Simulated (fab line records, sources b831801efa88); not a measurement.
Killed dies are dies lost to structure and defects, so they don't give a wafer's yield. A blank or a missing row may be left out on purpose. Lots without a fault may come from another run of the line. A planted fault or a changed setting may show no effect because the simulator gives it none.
fab line records | flow gf180mcu | part 2 of 2: steps 5 to 6 of 6
record lots=24 wafers=72 last_day=34
route steps=602 shown M3@425 MIM@513 M5@535 V5@566 TOP_METAL@584
lots that met no fault: from a run of the same line without faults
start_h: hours from the record's first day to the start of the lot's first wafer shown | wait_h: hours since the lot's step before | " the same as in the row above | L1.1+2: a row that stands for several wafers | - no value, or no start given | * or withheld: withheld | < > ~ a bound
route shown NAME@n: a module of which the file shows steps, and the number in the route of the first | usual: mean/standard deviation of fault-free wafers | same: alike in all rows | chamber/n: place in a boat | sites: the reading at each site | _std_site: their standard deviation | _edge_site: outer sites' mean less inner sites' | radius_mm: how far each site lies from the wafer's centre | mask NAME#n: copy n | behind: the tool/chamber that last shaped the wafer | hold: why the lot was held/for how many hours/how that ended | device: the transistor (n, p or np) that didn't switch | end of line: the same wafers' tests at the end of the route | a step without rows: its recipe alone | killed: dies lost to structure and defects at the first sort, not the wafer's yield | map: a wafer's dies, x killed, . not, _ none there
set.NAME: the setting as run; set.NAME@STEP: as run at that earlier step | model.NAME: the simulator's own value behind a step, which no gauge read
steps of the route over a sample of lots; a table a step, a row a wafer
services: from which hour (start_h, from the record's first day; less than 0 if before it) a tool's chamber was out of use, for how many hours, and why
## steps
# step GF_V5_CMP_26
# recipe stop_on=SiO2 down_force_psi=3.5 platen_rpm=60 t_overpolish_s=15 target_thk_nm=0 pad_velocity_m_s=0.94248
# usual motor_current_A=11.2/1.1 overpolish_run_s=14.999/0.0085 slurry_flow_ml_min=150.0/0.5 time_to_endpoint_s=84/4.7
# same t_overpolish_s=15
# columns lot.wafer tool chamber start_h wait_h motor_current_A overpolish_run_s slurry_flow_ml_min time_to_endpoint_s
L074.1 cmp-02 0 640.29 0.1 11.4 15.016 150.1 82
L074.3 " 1 " " 13.4 14.982 150.3 97
L074.5 " 1 " " 13.1 15.002 150.2 94
L075.1 cmp-02 2 644.05 0.1 10.4 14.986 150.0 91
L075.2 " 3 " " 9.5 14.968 150.3 83
L075.4 " 1 " " 13.1 14.997 150.0 93
L076.3 cmp-02 2 650.48 0.1 10.8 15.003 151.3 89
L076.6 " 1 " " 13.2 14.996 149.8 92
L076.5 " 2 " " 11.4 15.010 150.2 93
L077.1 cmp-02 2 657.58 0.1 10.7 15.000 150.1 87
L077.6 " 0 " " 12.3 15.015 150.7 78
L077.5 " 1 " " 13.0 15.004 150.1 87
L078.2 cmp-01 2 658.69 0.2 10.2 14.987 149.4 79
L078.5 " 3 " " 10.7 14.996 150.1 83
L078.6 " 0 " " 10.5 15.004 150.3 86
L080.4 cmp-01 3 673.09 0.0 11.0 14.996 149.6 87
L080.3 " 2 " " 10.4 14.996 150.3 80
L080.5 " 0 " " 11.0 14.998 149.7 91
L079.1 cmp-01 2 674.37 0.1 9.9 15.013 149.4 79
L079.4 " 0 " " 10.2 14.995 149.7 89
L079.3 " 1 " " 10.4 14.985 149.4 77
L081.1 cmp-02 1 685.38 0.1 12.9 15.001 150.2 87
L081.2 " 3 " " 10.0 14.997 150.6 80
L081.6 " 1 " " 12.7 15.001 150.7 89
L082.2 cmp-01 0 690.53 0.1 11.1 15.006 150.5 83
L082.1 " 1 " " 10.5 15.009 150.2 77
L082.3 " 2 " " 10.2 15.016 150.3 77
L083.4 cmp-02 2 693.93 0.0 10.8 15.004 149.8 89
L083.3 " 3 " " 9.8 15.012 149.7 85
L083.6 " 3 " " 10.1 14.999 150.6 82
L084.1 cmp-02 3 703.78 0.1 10.1 15.007 150.2 83
L084.2 " 2 " " 10.4 15.003 150.8 87
L084.5 " 3 " " 10.0 15.005 150.0 81
L085.3 cmp-02 0 708.60 0.1 12.2 14.992 150.0 80
L085.4 " 1 " " 13.6 15.003 149.3 87
L085.2 " 2 " " 11.1 15.007 150.0 85
L086.3 cmp-01 1 716.13 0.1 10.9 15.007 150.4 78
L086.2 " 3 " " 10.7 14.995 150.0 83
L086.5 " 1 " " 10.5 15.000 149.9 77
L087.2 cmp-02 2 726.59 0.2 10.7 14.990 150.3 91
L087.5 " 3 " " 10.1 15.004 149.5 83
L087.6 " 0 " " 12.1 14.992 149.0 84
L088.2 cmp-02 2 731.04 0.1 10.8 14.996 149.4 90
L088.3 " 3 " " 10.3 15.001 150.4 81
L088.5 " 1 " " 12.9 15.002 149.9 90
L089.4 cmp-01 3 739.64 0.1 10.8 15.007 149.8 86
L089.5 " 3 " " 11.0 15.012 149.8 86
L089.6 " 0 " " 10.9 15.003 149.8 94
L090.2 cmp-01 2 741.36 0.1 9.7 14.999 150.9 83
L090.3 " 3 " " 10.4 15.002 150.1 86
L090.1 " 0 " " 10.9 15.000 149.9 91
L091.2 cmp-02 1 748.15 0.5 13.2 14.991 149.5 85
L091.1 " 0 " " 12.3 15.008 149.9 78
L091.6 " 2 " " 11.2 14.996 150.7 85
L092.4 cmp-02 3 754.93 0.0 9.9 15.007 149.9 81
L092.3 " 0 " " 12.6 15.002 149.5 76
L092.6 " 3 " " 10.2 14.997 150.3 80
L093.4 cmp-02 1 761.93 0.0 12.7 14.997 148.6 86
L093.3 " 3 " " 10.2 14.990 150.4 77
L093.5 " 1 " " 13.4 14.999 149.6 89
L094.3 cmp-02 2 768.90 0.0 11.0 15.019 150.0 83
L094.2 " 1 " " 12.5 15.004 151.0 88
L094.5 " 2 " " 11.2 14.981 149.7 82
L095.1 cmp-01 1 771.35 0.1 10.3 14.997 149.9 76
L095.3 " 3 " " 10.8 14.987 149.7 81
L095.6 " 1 " " 10.3 14.997 150.2 77
L096.3 cmp-02 1 779.03 0.0 13.5 14.998 149.9 87
L096.2 " 3 " " 9.8 14.994 150.1 80
L096.5 " 1 " " 13.4 14.999 149.9 86
L097.3 cmp-02 0 781.01 0.1 11.6 14.993 150.1 81
L097.2 " 2 " " 11.3 14.993 150.1 90
L097.5 " 0 " " 11.5 15.006 150.6 79
# step GF_TOP_METAL_STRIP_17
# recipe chemistry=O2/N2 power_w=1400 pressure_mtorr=1500 platen_temp_c=250 o2_flow_sccm=3000 n2_flow_sccm=300 overash_fraction=0.5
# usual drypump_motor_current_A=5.79/0.29 heater_power_w=339/36 oes_product_au=0.710/0.0044 strip_time_to_endpoint_s=12.96/0.12
# columns lot.wafer tool chamber start_h wait_h drypump_motor_current_A heater_power_w oes_product_au rf_hours_counter_h strip_time_to_endpoint_s
L074.1 plasma_asher-03 1 661.02 0.1 5.65 292 0.708 102 12.93
L074.3 " 1 " " 5.65 288 0.707 - 12.87
L074.5 " 1 " " 5.62 282 0.718 - 12.95
L075.1 plasma_asher-02 1 664.97 0.3 5.72 324 0.713 20 12.88
L075.2 " 0 " " 5.83 399 0.711 20 12.92
L075.4 " 0 " " 5.83 397 0.702 - 12.90
L076.3 plasma_asher-02 1 670.45 0.1 5.77 331 0.710 - 13.05
L076.5 " 0 " " 5.82 396 0.706 - 13.09
L076.6 " 1 " " 5.79 328 0.708 - 12.99
L077.1 plasma_asher-02 1 678.17 0.3 5.73 335 0.704 21 13.02
L077.5 " 1 " " 5.73 331 0.717 - 12.99
L077.6 " 0 " " 5.86 405 0.717 - 12.98
L078.2 plasma_asher-01 0 678.69 0.1 6.37 375 0.714 60 13.00
L078.5 " 0 " " 6.40 369 0.707 - 12.77
L078.6 " 1 " " 5.58 325 0.702 - 12.92
L080.3 plasma_asher-01 0 693.25 0.1 6.44 375 0.702 - 12.88
L080.4 " 1 " " 5.54 326 0.709 - 13.10
L080.5 " 0 " " 6.42 369 0.704 - 12.90
L079.1 plasma_asher-01 0 693.87 0.1 6.40 379 0.709 61 12.95
L079.3 " 1 " " 5.57 315 0.709 - 12.80
L079.4 " 0 " " 6.42 365 0.707 - 12.97
L081.1 plasma_asher-03 1 705.28 0.1 5.66 288 0.721 108 13.06
L081.2 " 0 " " 5.52 325 0.712 108 13.02
L081.6 " 0 " " 5.55 324 0.710 - 13.02
L082.1 plasma_asher-01 0 709.47 0.1 6.38 378 0.707 64 13.13
L082.2 " 1 " " 5.56 333 0.707 64 12.83
L082.3 " 0 " " 6.45 379 0.711 - 12.81
L083.3 plasma_asher-01 0 712.97 0.1 6.40 375 0.704 - 12.84
L083.4 " 1 " " 5.57 331 0.705 - 13.12
L083.6 " 1 " " 5.58 322 0.708 - 12.84
L084.1 plasma_asher-02 0 722.23 0.1 5.85 408 0.704 24 13.03
L084.2 " 1 " " 5.79 331 0.706 24 13.00
L084.5 " 1 " " 5.76 329 0.710 - 12.99
L085.2 plasma_asher-03 1 727.63 0.1 5.64 285 0.714 110 12.97
L085.3 " 0 " " 5.53 326 0.714 - 12.77
L085.4 " 1 " " 5.63 290 0.705 - 13.00
L086.2 plasma_asher-01 1 735.08 0.3 5.58 318 0.722 67 13.04
L086.3 " 1 " " 5.58 323 0.712 - 12.98
L086.5 " 1 " " 5.58 321 0.715 - 13.02
L087.2 plasma_asher-03 0 744.09 0.1 5.55 322 0.710 0 13.02
L087.5 " 0 " " 5.55 314 0.698 - 12.97
L087.6 " 1 " " 5.64 294 0.710 - 13.07
L088.2 plasma_asher-01 1 748.39 0.1 5.56 318 0.711 69 12.75
L088.3 " 0 " " 6.37 377 0.709 - 12.87
L088.5 " 1 " " 5.56 318 0.712 - 12.89
L089.4 plasma_asher-03 1 757.23 0.1 5.66 296 0.710 - 12.96
L089.5 " 1 " " 5.66 281 0.710 - 12.98
L089.6 " 0 " " 5.55 323 0.710 - 12.97
L090.1 plasma_asher-02 1 758.78 0.3 5.73 329 0.715 28 13.11
L090.2 " 0 " " 5.86 401 0.710 28 13.16
L090.3 " 0 " " 5.83 393 0.710 - 13.23
L091.1 plasma_asher-02 0 764.91 0.3 5.83 395 0.711 29 13.21
L091.2 " 1 " " 5.77 332 0.712 29 13.24
L091.6 " 1 " " 5.75 332 0.703 - 13.22
L092.3 plasma_asher-03 0 771.76 0.1 5.53 321 0.709 - 12.84
L092.4 " 1 " " 5.68 286 0.710 - 12.83
L092.6 " 1 " " 5.64 285 0.714 - 12.77
L093.3 plasma_asher-02 1 778.71 0.1 5.77 334 0.705 - 12.99
L093.4 " 0 " " 5.84 400 0.712 - 12.91
L093.5 " 1 " " 5.75 334 0.713 - 12.97
L094.2 plasma_asher-01 1 785.19 0.1 5.57 318 0.714 73 12.93
L094.3 " 0 " " 6.40 369 0.704 - 12.89
L094.5 " 0 " " 6.41 377 0.709 - 12.89
L095.1 plasma_asher-03 0 787.28 0.3 5.55 316 0.710 5 13.09
L095.3 " 1 " " 5.68 285 0.708 - 13.06
L095.6 " 1 " " 5.65 291 0.713 - 12.98
L096.2 plasma_asher-02 0 794.69 0.1 5.82 390 0.708 32 12.98
L096.3 " 0 " " 5.81 398 0.703 - 12.92
L096.5 " 0 " " 5.81 402 0.705 - 12.95
L097.2 plasma_asher-03 0 796.88 0.1 5.53 320 0.701 6 12.81
L097.3 " 1 " " 5.65 298 0.705 - 12.94
L097.5 " 0 " " 5.56 321 0.707 - 12.87
## services
# columns tool chamber start_h hours kind
rie_diel-02 1 479.15 3.3 repair
rie_metal-04 - 479.72 2.8 pm
cmp-01 - 480.30 3.4 repair
plasma_asher-02 - 486.42 23.9 repair
plasma_asher-01 - 486.74 14.6 pm
cmp-01 - 496.20 2.6 repair
plasma_asher-03 - 498.79 0.6 repair
cmp-01 - 501.42 0.2 repair
rie_diel-02 1 502.68 2.3 repair
rie_metal-02 1 537.18 15.5 repair
rie_diel-02 2 554.23 17.2 repair
rie_diel-02 0 557.12 3.4 repair
cmp-02 - 572.12 4.0 pm
rie_diel-02 3 594.81 9.5 repair
cmp-02 - 612.42 5.3 pm
cmp-02 - 624.60 1.0 repair
rie_metal-03 - 646.86 0.9 repair
rie_metal-02 1 656.38 29.8 repair
rie_metal-03 - 667.38 2.8 pm
rie_diel-02 - 685.70 0.9 repair
rie_diel-02 2 712.63 11.9 repair
cmp-02 - 720.74 0.9 repair
rie_diel-02 2 743.50 23.0 repair
rie_metal-01 - 767.04 1.9 repair
